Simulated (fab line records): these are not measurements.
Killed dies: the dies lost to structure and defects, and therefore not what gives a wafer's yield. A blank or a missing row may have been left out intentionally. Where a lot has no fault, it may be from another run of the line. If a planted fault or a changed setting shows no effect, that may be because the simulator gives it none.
Which of the tools did it? | flow sky130 | 24 lots with 72 wafers sampled at 5 steps, on a route of 708 steps

== WHAT THE GAUGES SHOWED, per wafer ==
SKY_VIA3_RS_MEAS_22: a four-point-probe measurement. Usual: for VIA3_W_RS the level is 0.295 ohm/sq and the standard deviation is 0.0031.
lot  | measured     | on            | VIA3_W_RS (ohm/sq) | flag
L074 | day 39 14:28 | film-metro-03 | 0.295 0.294 0.293  |
L075 | day 39 17:22 | film-metro-03 | 0.291 0.293 0.292  |
L076 | day 40 07:59 | film-metro-01 | 0.295 0.291 0.294  |
L077 | day 40 17:56 | film-metro-04 | 0.289 0.290 0.289  |
L078 | day 41 00:56 | film-metro-03 | 0.297 0.295 0.297  |
L079 | day 41 07:10 | film-metro-03 | 0.296 0.298 0.300  |
L080 | day 41 18:33 | film-metro-04 | 0.295 0.294 0.293  |
L081 | day 41 23:06 | film-metro-03 | 0.299 0.301 0.300  |
L082 | day 42 08:09 | film-metro-03 | 0.296 0.297 0.299  |
L083 | day 42 11:28 | film-metro-04 | 0.299 0.297 0.296  |
L084 | day 42 17:11 | film-metro-01 | 0.298 0.297 0.302  |
L086 | day 43 04:44 | film-metro-03 | 0.291 0.295 0.295  |
L085 | day 43 08:43 | film-metro-01 | 0.296 0.300 0.297  |
L087 | day 43 11:55 | film-metro-03 | 0.293 0.294 0.299  |
L088 | day 43 16:41 | film-metro-03 | 0.296 0.294 0.291  |
L089 | day 43 23:30 | film-metro-04 | 0.299 0.295 0.295  |
L090 | day 44 01:05 | film-metro-03 | 0.294 0.293 0.294  |
L091 | day 44 14:32 | film-metro-03 | 0.299 0.295 0.295  |
L092 | day 44 17:56 | film-metro-01 | 0.298 0.302 0.295  |
L093 | day 45 02:53 | film-metro-04 | 0.296 0.292 0.294  |
L094 | day 45 09:40 | film-metro-04 | 0.297 0.295 0.297  |
L095 | day 45 10:57 | film-metro-04 | 0.299 0.291 0.294  |
L096 | day 45 19:15 | film-metro-03 | 0.293 0.295 0.290  |
L097 | day 46 00:10 | film-metro-03 | 0.295 0.298 0.293  |

SKY_VIA4_OVL_MEAS_11. Usual: for VIA4_OVL the level is -0.4 nm and the standard deviation is 1.2.
lot  | measured     | on         | VIA4_OVL (nm)  | flag
L074 | day 42 17:35 | overlay-01 | 0.6 1.1 0.9    |
L075 | day 42 20:35 | overlay-02 | -1.2 -0.9 -0.8 |
L076 | day 43 09:41 | overlay-02 | -0.6 -2.8 -1.7 |
L077 | day 43 19:26 | overlay-01 | 0.6 0.2 0.8    |
L078 | day 44 00:13 | overlay-02 | -2.4 -2.9 -4.0 |
L079 | day 44 06:38 | overlay-02 | 0.7 -0.9 0.4   |
L080 | day 44 18:27 | overlay-02 | -1.2 0.1 1.0   |
L081 | day 44 21:40 | overlay-02 | -1.0 0.1 1.4   |
L082 | day 45 06:05 | overlay-01 | 1.3 0.4 -1.2   |
L083 | day 45 09:33 | overlay-01 | -1.0 -1.1 1.2  |
L084 | day 45 15:35 | overlay-01 | -1.0 -0.9 -1.9 |
L086 | day 46 01:11 | overlay-01 | -1.5 -0.6 -0.5 |
L085 | day 46 03:44 | overlay-01 | -0.3 1.7 0.7   |
L087 | day 46 07:53 | overlay-02 | -1.4 -0.2 -2.3 |
L088 | day 46 12:08 | overlay-02 | -0.8 0.1 -0.2  |
L089 | day 46 18:58 | overlay-02 | -1.3 -1.2 -1.4 |
L090 | day 46 20:08 | overlay-02 | -1.0 -2.5 -1.7 |
L091 | day 47 08:08 | overlay-02 | -1.2 -1.1 -0.8 |
L092 | day 47 10:47 | overlay-02 | -0.1 0.5 1.5   |
L093 | day 47 18:23 | overlay-02 | 0.2 -1.3 -0.3  |
L094 | day 48 00:47 | overlay-02 | 0.1 -0.5 -0.4  |
L095 | day 48 01:38 | overlay-02 | -1.6 -0.1 -0.1 |
L096 | day 48 10:38 | overlay-01 | 1.5 2.3 0.5    |
L097 | day 48 13:58 | overlay-01 | 0.4 0.6 1.6    |

== WHICH TOOL RAN EACH LOT (tool, then ch and the chambers of the sampled wafers, then the start) ==
lot  | SKY_METAL4_SPUTTER_00        | SKY_CAP2M_METAL_ETCH_13           | SKY_VIA4_CMP_02
L074 | pvd-sputter-03, day 39 15:05 | rie-metal-01 ch 0,1, day 40 15:49 | cmp-02 ch 0,1,2, day 41 18:23
L075 | pvd-sputter-04, day 39 17:50 | rie-metal-02 ch 0,1, day 40 18:16 | cmp-02 ch 0,1,3, day 41 20:47
L076 | pvd-sputter-04, day 40 08:26 | rie-metal-02 ch 0,1, day 41 09:21 | cmp-02 ch 0,3, day 42 10:33
L077 | pvd-sputter-03, day 40 18:23 | rie-metal-01 ch 0,1, day 41 18:52 | cmp-02 ch 1,2,3, day 42 20:27
L078 | pvd-sputter-02, day 41 01:25 | rie-metal-03 ch 0, day 42 01:15   | cmp-01 ch 0,2,3, day 43 02:11
L079 | pvd-sputter-02, day 41 07:54 | rie-metal-02 ch 0,1, day 42 07:10 | cmp-02 ch 0,1, day 43 08:11
L080 | pvd-sputter-02, day 41 19:35 | rie-metal-03 ch 0,1, day 42 19:26 | cmp-02 ch 1,2, day 43 20:29
L081 | pvd-sputter-04, day 41 23:35 | rie-metal-02 ch 0,1, day 42 23:00 | cmp-01 ch 0,1,2, day 43 23:53
L082 | pvd-sputter-04, day 42 08:38 | rie-metal-03 ch 0,1, day 43 08:19 | cmp-02 ch 0,1, day 44 08:13
L083 | pvd-sputter-03, day 42 11:53 | rie-metal-01 ch 0,1, day 43 10:51 | cmp-01 ch 0,1, day 44 11:18
L084 | pvd-sputter-02, day 42 17:38 | rie-metal-01 ch 0,1, day 43 16:36 | cmp-02 ch 1,2, day 44 17:45
L086 | pvd-sputter-04, day 43 05:13 | rie-metal-01 ch 0,1, day 44 03:55 | cmp-01 ch 1,3, day 45 04:18
L085 | pvd-sputter-04, day 43 09:10 | rie-metal-03 ch 0,1, day 44 07:17 | cmp-01 ch 0,3, day 45 06:50
L087 | pvd-sputter-03, day 43 12:23 | rie-metal-01 ch 0,1, day 44 10:51 | cmp-02 ch 0,1, day 45 10:56
L088 | pvd-sputter-04, day 43 17:07 | rie-metal-01 ch 0,1, day 44 15:41 | cmp-01 ch 0,1,2, day 45 15:29
L089 | pvd-sputter-04, day 43 23:59 | rie-metal-03 ch 0,1, day 44 23:31 | cmp-01 ch 0,1,2, day 45 22:29
L090 | pvd-sputter-04, day 44 01:33 | rie-metal-02 ch 0,1, day 45 00:07 | cmp-02 ch 0,2,3, day 45 23:11
L091 | pvd-sputter-04, day 44 14:59 | rie-metal-03 ch 0,1, day 45 12:39 | cmp-02 ch 0,1,2, day 46 11:46
L092 | pvd-sputter-04, day 44 18:24 | rie-metal-01 ch 0,1, day 45 16:12 | cmp-01 ch 0,2, day 46 15:09
L093 | pvd-sputter-04, day 45 03:20 | rie-metal-03 ch 0,1, day 46 00:43 | cmp-02 ch 0,1,3, day 46 22:35
L094 | pvd-sputter-04, day 45 10:11 | rie-metal-01 ch 0,1, day 46 06:58 | cmp-01 ch 0,1,2, day 47 05:23
L095 | pvd-sputter-03, day 45 11:50 | rie-metal-02 ch 0,1, day 46 08:24 | cmp-01 ch 0,1, day 47 06:33
L096 | pvd-sputter-02, day 45 19:43 | rie-metal-03 ch 0,1, day 46 16:30 | cmp-01 ch 0,1,2, day 47 15:28
L097 | pvd-sputter-04, day 46 00:38 | rie-metal-03 ch 0,1, day 46 20:49 | cmp-01 ch 1,2,3, day 47 18:45
- SKY_METAL4_SPUTTER_00: material Ti, target thk 15 nm, time 10 s.
- SKY_CAP2M_METAL_ETCH_13: etches TiN in Cl2/BCl3, stops on SiO2, target depth 220 nm, time 62.9 s.
- SKY_VIA4_CMP_02: polishes SiO2.

== WHAT THE TOOLS THEMSELVES READ (means of the sampled wafers that have a number; where no wafer has one, the mark that the record gives instead) ==
SKY_METAL4_SPUTTER_00. Usual: cathode-dc-power-W 3000.0 W, standard deviation 0.54; throttle-valve-pct 30.0 %, standard deviation 1.3.
lot  | tool           | cathode-dc-power-W (W) | throttle-valve-pct (%) | flag
L074 | pvd-sputter-03 | 2999.9                 | 29.8                   |
L075 | pvd-sputter-04 | 3000.1                 | 31.6                   |
L076 | pvd-sputter-04 | 2999.5                 | 30.2                   |
L077 | pvd-sputter-03 | 3000.0                 | 29.6                   |
L078 | pvd-sputter-02 | 2999.8                 | 29.7                   |
L079 | pvd-sputter-02 | 3000.8                 | 29.9                   |
L080 | pvd-sputter-02 | 2999.9                 | 29.4                   |
L081 | pvd-sputter-04 | 3000.4                 | 29.7                   |
L082 | pvd-sputter-04 | 3000.0                 | 30.4                   |
L083 | pvd-sputter-03 | 3000.2                 | 28.6                   |
L084 | pvd-sputter-02 | 2999.9                 | 29.1                   |
L086 | pvd-sputter-04 | 3000.4                 | 30.3                   |
L085 | pvd-sputter-04 | 2999.7                 | 29.6                   |
L087 | pvd-sputter-03 | 3000.2                 | 29.6                   |
L088 | pvd-sputter-04 | 2999.7                 | 31.1                   |
L089 | pvd-sputter-04 | 3000.1                 | 30.7                   |
L090 | pvd-sputter-04 | 2999.9                 | 29.9                   |
L091 | pvd-sputter-04 | 3000.0                 | 31.5                   |
L092 | pvd-sputter-04 | 3000.5                 | 29.4                   |
L093 | pvd-sputter-04 | 3000.2                 | 30.3                   |
L094 | pvd-sputter-04 | 2999.5                 | 30.7                   |
L095 | pvd-sputter-03 | 2999.9                 | 28.8                   |
L096 | pvd-sputter-02 | 3000.2                 | 29.3                   |
L097 | pvd-sputter-04 | 3000.1                 | 30.6                   |

SKY_CAP2M_METAL_ETCH_13. Usual: drypump-motor-current-A 5.6 A, standard deviation 0.44; oes-product-au 0.942 a.u., standard deviation 0.0088; throttle-valve-pct 21.902 %, standard deviation 0.011.
lot  | tool         | drypump-motor-current-A (A) | oes-product-au (a.u.) | throttle-valve-pct (%) | flag
L074 | rie-metal-01 | 5.9                         | 0.957                 | 21.893                 |
L075 | rie-metal-02 | 5.3                         | 0.936                 | 21.903                 |
L076 | rie-metal-02 | 5.6                         | 0.942                 | 21.899                 |
L077 | rie-metal-01 | 5.9                         | 0.947                 | 21.890                 |
L078 | rie-metal-03 | 5.6                         | 0.957                 | 21.890                 |
L079 | rie-metal-02 | 5.6                         | 0.937                 | 21.902                 |
L080 | rie-metal-03 | 5.2                         | 0.943                 | 21.893                 |
L081 | rie-metal-02 | 5.3                         | 0.934                 | 21.907                 |
L082 | rie-metal-03 | 5.4                         | 0.939                 | 21.905                 |
L083 | rie-metal-01 | 6.1                         | 0.940                 | 21.907                 |
L084 | rie-metal-01 | 6.1                         | 0.938                 | 21.899                 |
L086 | rie-metal-01 | 5.9                         | 0.934                 | 21.907                 |
L085 | rie-metal-03 | 5.2                         | 0.931                 | 21.912                 |
L087 | rie-metal-01 | 6.0                         | 0.940                 | 21.905                 |
L088 | rie-metal-01 | 5.9                         | 0.944                 | 21.898                 |
L089 | rie-metal-03 | 5.4                         | 0.943                 | 21.902                 |
L090 | rie-metal-02 | 5.6                         | 0.946                 | 21.905                 |
L091 | rie-metal-03 | 5.2                         | 0.950                 | 21.898                 |
L092 | rie-metal-01 | 6.1                         | 0.939                 | 21.910                 |
L093 | rie-metal-03 | 5.4                         | 0.945                 | 21.894                 |
L094 | rie-metal-01 | 6.1                         | 0.942                 | 21.907                 |
L095 | rie-metal-02 | 5.3                         | 0.952                 | 21.899                 |
L096 | rie-metal-03 | 5.2                         | 0.938                 | 21.906                 |
L097 | rie-metal-03 | 5.2                         | 0.942                 | 21.902                 |

SKY_VIA4_CMP_02. Usual: 12.9 A for motor-current-A, sd 1.4.
lot  | tool   | motor-current-A (A) | flag
L074 | cmp-02 | 12.6                |
L075 | cmp-02 | 12.9                |
L076 | cmp-02 | 12.5                |
L077 | cmp-02 | 12.9                |
L078 | cmp-01 | 12.4                |
L079 | cmp-02 | 12.2                |
L080 | cmp-02 | 12.2                |
L081 | cmp-01 | 14.0                |
L082 | cmp-02 | 12.2                |
L083 | cmp-01 | 14.6                |
L084 | cmp-02 | 13.0                |
L086 | cmp-01 | 12.3                |
L085 | cmp-01 | 12.7                |
L087 | cmp-02 | 12.0                |
L088 | cmp-01 | 13.9                |
L089 | cmp-01 | 13.7                |
L090 | cmp-02 | 13.2                |
L091 | cmp-02 | 13.0                |
L092 | cmp-01 | 12.7                |
L093 | cmp-02 | 12.5                |
L094 | cmp-01 | 14.1                |
L095 | cmp-01 | 15.1                |
L096 | cmp-01 | 13.9                |
L097 | cmp-01 | 13.2                |

== THE ANSWER, worked out from the rows above alone ==
Rule: a lot counts as off when the mean over its wafers that have a number is more than 3 standard deviations away from the usual mean. Also off: a lot with no number at a reading for which 4 or more lots have one. Where the step has rows for the other lots, those lots are counted as sound. After the gauges, taken in route order, come the tools' own readings; for these a lot's mean is taken, as printed above. The first step at which some lot is off is used, and at that step the reading that is off furthest; a lot without a number counts as furthest.
None of the lots is off at any reading shown; this tells nothing.

== WHAT THE SIMULATOR HAD INSERTED ==
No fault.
